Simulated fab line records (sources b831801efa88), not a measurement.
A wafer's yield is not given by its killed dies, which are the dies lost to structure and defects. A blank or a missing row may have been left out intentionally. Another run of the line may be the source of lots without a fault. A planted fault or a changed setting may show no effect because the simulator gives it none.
Which tool did it? :: flow gf180mcu :: Sampling: 14 lots, 42 wafers, 3 of 602 route steps

## WHAT THE GAUGES SHOWED, per wafer
GF_CONTACT_THK_MEAS_26: measures by xrf.
lot: L236
measured: day 16 06:55
on: filmMetro-01
CONTACT_W_THK (nm): 314 308 311

lot: L237
measured: day 16 13:31
on: filmMetro-01
CONTACT_W_THK (nm): 323 323 318

lot: L239
measured: day 17 08:41
on: filmMetro-03
CONTACT_W_THK (nm): 307 309 309

lot: L240
measured: day 17 15:18
on: filmMetro-01
CONTACT_W_THK (nm): 313 314 318

lot: L241
measured: day 18 00:03
on: filmMetro-01
CONTACT_W_THK (nm): 314 312 323

lot: L242
measured: day 18 16:37
on: filmMetro-03
CONTACT_W_THK (nm): 322 309 320

lot: L245
measured: day 19 17:19
on: filmMetro-04
CONTACT_W_THK (nm): 312 315 309

lot: L246
measured: day 20 02:01
on: filmMetro-04
CONTACT_W_THK (nm): 313 311 312

lot: L248
measured: day 20 13:38
on: filmMetro-01
CONTACT_W_THK (nm): 319 306 312

lot: L254
measured: day 22 14:55
on: filmMetro-03
CONTACT_W_THK (nm): 308 321 310

lot: L255
measured: day 23 02:39
on: filmMetro-03
CONTACT_W_THK (nm): 315 327 315

lot: L256
measured: day 23 17:39
on: filmMetro-04
CONTACT_W_THK (nm): 306 316 309

lot: L257
measured: day 23 17:49
on: filmMetro-03
CONTACT_W_THK (nm): 313 309 310

lot: L259
measured: day 24 11:41
on: filmMetro-03
CONTACT_W_THK (nm): 320 318 308

GF_V1_CD_MEAS_14: the cd target is 260 nm.
lot: L236
measured: day 18 06:11
on: cdSem-01
cdNm (nm): 257.8 258.6 259.4

lot: L237
measured: day 18 13:40
on: cdSem-02
cdNm (nm): 262.8 262.2 263.3

lot: L239
measured: day 19 09:40
on: cdSem-02
cdNm (nm): 262.8 261.2 261.5

lot: L240
measured: day 19 17:23
on: cdSem-02
cdNm (nm): 258.4 258.2 258.4

lot: L241
measured: day 20 02:19
on: cdSem-01
cdNm (nm): 258.6 259.6 259.4

lot: L242
measured: day 20 19:43
on: cdSem-01
cdNm (nm): 257.2 257.8 257.2

lot: L245
measured: day 21 18:34
on: cdSem-02
cdNm (nm): 259.8 259.9 259.8

lot: L246
measured: day 22 04:17
on: cdSem-02
cdNm (nm): 260.8 259.8 258.9

lot: L248
measured: day 22 15:35
on: cdSem-02
cdNm (nm): 261.2 260.4 261.6

lot: L254
measured: day 24 14:49
on: cdSem-02
cdNm (nm): 260.7 262.4 260.4

lot: L255
measured: day 25 00:56
on: cdSem-01
cdNm (nm): 258.7 260.4 259.9

lot: L256
measured: day 25 15:35
on: cdSem-01
cdNm (nm): 259.7 258.7 259.1

lot: L257
measured: day 25 15:55
on: cdSem-02
cdNm (nm): 259.6 260.1 259.4

lot: L259
measured: day 26 08:11
on: cdSem-01
cdNm (nm): 259.0 258.4 259.4

## WHAT TOOL EACH LOT RAN ON (gives the tool, then ch and the chambers of the sampled wafers, and finally the start)
lot: L236
GF_SALICIDE_RTA_06: rtpAnneal-02 ch 0, day 15 08:00

lot: L237
GF_SALICIDE_RTA_06: rtpAnneal-01 ch 0, day 15 14:49

lot: L239
GF_SALICIDE_RTA_06: rtpAnneal-01 ch 0, day 16 07:50

lot: L240
GF_SALICIDE_RTA_06: rtpAnneal-02 ch 0, day 16 14:04

lot: L241
GF_SALICIDE_RTA_06: rtpAnneal-01 ch 0, day 16 22:52

lot: L242
GF_SALICIDE_RTA_06: rtpAnneal-02 ch 0, day 17 15:21

lot: L245
GF_SALICIDE_RTA_06: rtpAnneal-01 ch 0, day 18 15:18

lot: L246
GF_SALICIDE_RTA_06: rtpAnneal-02 ch 0, day 18 23:42

lot: L248
GF_SALICIDE_RTA_06: rtpAnneal-01 ch 0, day 19 12:07

lot: L254
GF_SALICIDE_RTA_06: rtpAnneal-02 ch 0, day 21 13:49

lot: L255
GF_SALICIDE_RTA_06: rtpAnneal-02 ch 0, day 22 01:37

lot: L256
GF_SALICIDE_RTA_06: rtpAnneal-01 ch 0, day 22 16:37

lot: L257
GF_SALICIDE_RTA_06: rtpAnneal-01 ch 0, day 22 16:53

lot: L259
GF_SALICIDE_RTA_06: rtpAnneal-01 ch 0, day 23 10:52
- GF_SALICIDE_RTA_06: time 30 s.

## WHAT THE TOOLS THEMSELVES READ (means of the sampled wafers that have a number; where no wafer has one, the mark that the record gives instead)
GF_SALICIDE_RTA_06.
lot: L236
tool: rtpAnneal-02
lampPowerPct (%): 5.58
wafer_temp_C_max: 532.9

lot: L237
tool: rtpAnneal-01
lampPowerPct (%): 5.18
wafer_temp_C_max: 531.7

lot: L239
tool: rtpAnneal-01
lampPowerPct (%): 5.18
wafer_temp_C_max: 532.7

lot: L240
tool: rtpAnneal-02
lampPowerPct (%): 5.58
wafer_temp_C_max: 531.9

lot: L241
tool: rtpAnneal-01
lampPowerPct (%): 5.18
wafer_temp_C_max: 532.2

lot: L242
tool: rtpAnneal-02
lampPowerPct (%): 5.58
wafer_temp_C_max: 532.6

lot: L245
tool: rtpAnneal-01
lampPowerPct (%): 3.20
wafer_temp_C_max: 421.6

lot: L246
tool: rtpAnneal-02
lampPowerPct (%): 5.58
wafer_temp_C_max: 532.7

lot: L248
tool: rtpAnneal-01
lampPowerPct (%): 3.20
wafer_temp_C_max: 421.7

lot: L254
tool: rtpAnneal-02
lampPowerPct (%): 5.58
wafer_temp_C_max: 532.6

lot: L255
tool: rtpAnneal-02
lampPowerPct (%): 5.58
wafer_temp_C_max: 532.4

lot: L256
tool: rtpAnneal-01
lampPowerPct (%): 5.18
wafer_temp_C_max: 533.4

lot: L257
tool: rtpAnneal-01
lampPowerPct (%): 5.18
wafer_temp_C_max: 532.1

lot: L259
tool: rtpAnneal-01
lampPowerPct (%): 5.17
wafer_temp_C_max: 532.8

## THE ANSWER, worked out from the rows above alone
Rule: usual is defined by the lots themselves. Put in order of their means at a reading, lots are off if they are a third of the lots or fewer, leave a main group of 4 or more, and stand apart from it by a gap of 3 or more times the standard deviation of the main group's means; of several such gaps the widest counts. If all means in a main group match to the digits the tables above print for the reading, that group is not used. Also off: a lot with no number at a reading for which 4 or more lots have one. The other lots that the step has rows for count as sound. First the gauges in route order, then the tools' own readings, where a lot's mean is used as printed above. The first step at which some lot is off is used, and at that step the reading that is off furthest; a lot without a number counts as furthest.
Off at GF_SALICIDE_RTA_06 (wafer_temp_C_max): L245, L248. The main group has a mean of 532.5 with a standard deviation of 0.45.
A tool fits if, at that step or a process step before it, it ran every lot that is off, and no sound lot after the first of them. No candidate that was tried fits.

## WHAT THE SIMULATOR HAD INSERTED
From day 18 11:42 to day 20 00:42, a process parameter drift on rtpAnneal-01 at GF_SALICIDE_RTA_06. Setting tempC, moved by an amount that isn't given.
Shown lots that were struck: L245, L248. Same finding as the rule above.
